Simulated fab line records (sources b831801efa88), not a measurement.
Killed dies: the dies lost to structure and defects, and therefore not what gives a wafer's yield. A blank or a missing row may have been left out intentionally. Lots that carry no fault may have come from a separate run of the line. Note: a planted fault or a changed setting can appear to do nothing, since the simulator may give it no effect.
Which tool did it? / flow sky130 / at 1 step of a route of 708, 12 lots with 36 wafers sampled

WHAT THE GAUGES SHOWED, per wafer
SKY_VIA3_BOW_MEAS_03. Usual: VIA3_BOW gives 80 um (standard deviation 8).
lot=L712; measured=day 39 12:23; on=film_metro-03; VIA3_BOW (um)=62 77 66; flag=
lot=L711; measured=day 39 14:53; on=film_metro-04; VIA3_BOW (um)=75 77 75; flag=
lot=L714; measured=day 39 22:43; on=film_metro-01; VIA3_BOW (um)=73 79 83; flag=
lot=L715; measured=day 40 04:00; on=film_metro-04; VIA3_BOW (um)=67 80 86; flag=
lot=L717; measured=day 40 17:04; on=film_metro-01; VIA3_BOW (um)=69 76 79; flag=
lot=L719; measured=day 41 09:09; on=film_metro-04; VIA3_BOW (um)=68 85 91; flag=
lot=L722; measured=day 42 04:23; on=film_metro-01; VIA3_BOW (um)=77 87 72; flag=
lot=L723; measured=day 42 09:17; on=film_metro-03; VIA3_BOW (um)=78 82 89; flag=
lot=L724; measured=day 42 14:18; on=film_metro-03; VIA3_BOW (um)=90 95 77; flag=
lot=L727; measured=day 43 08:58; on=film_metro-01; VIA3_BOW (um)=71 71 82; flag=
lot=L731; measured=day 44 15:12; on=film_metro-04; VIA3_BOW (um)=68 77 76; flag=
lot=L732; measured=day 44 17:34; on=film_metro-01; VIA3_BOW (um)=82 75 79; flag=

EACH LOT AND THE TOOL THAT RAN IT (in order: tool; ch and the chambers of the sampled wafers; start)
The record holds no process step before these readings.

WHAT THE TOOLS THEMSELVES READ (means of the sampled wafers that have a number; where no wafer has one, the mark that the record gives instead)
The record holds no such reading with a usual standard deviation.

THE ANSWER, worked out from the rows above alone
Rule: a lot is off if the mean of its wafers that have a number lies more than 3 standard deviations from the usual mean. A lot without any number at a reading at which 4 lots or more have one is off too. Where the step has rows for the other lots, those lots are counted as sound. Order of review: gauges by route order, followed by the tools' own readings, for which a lot's mean as printed above is used. The first step at which some lot is off is used, and at that step the reading that is off furthest; a lot without a number counts as furthest.
No lot is off at any reading shown: from this, nothing can be told.

WHAT WAS PUT IN BY THE SIMULATOR
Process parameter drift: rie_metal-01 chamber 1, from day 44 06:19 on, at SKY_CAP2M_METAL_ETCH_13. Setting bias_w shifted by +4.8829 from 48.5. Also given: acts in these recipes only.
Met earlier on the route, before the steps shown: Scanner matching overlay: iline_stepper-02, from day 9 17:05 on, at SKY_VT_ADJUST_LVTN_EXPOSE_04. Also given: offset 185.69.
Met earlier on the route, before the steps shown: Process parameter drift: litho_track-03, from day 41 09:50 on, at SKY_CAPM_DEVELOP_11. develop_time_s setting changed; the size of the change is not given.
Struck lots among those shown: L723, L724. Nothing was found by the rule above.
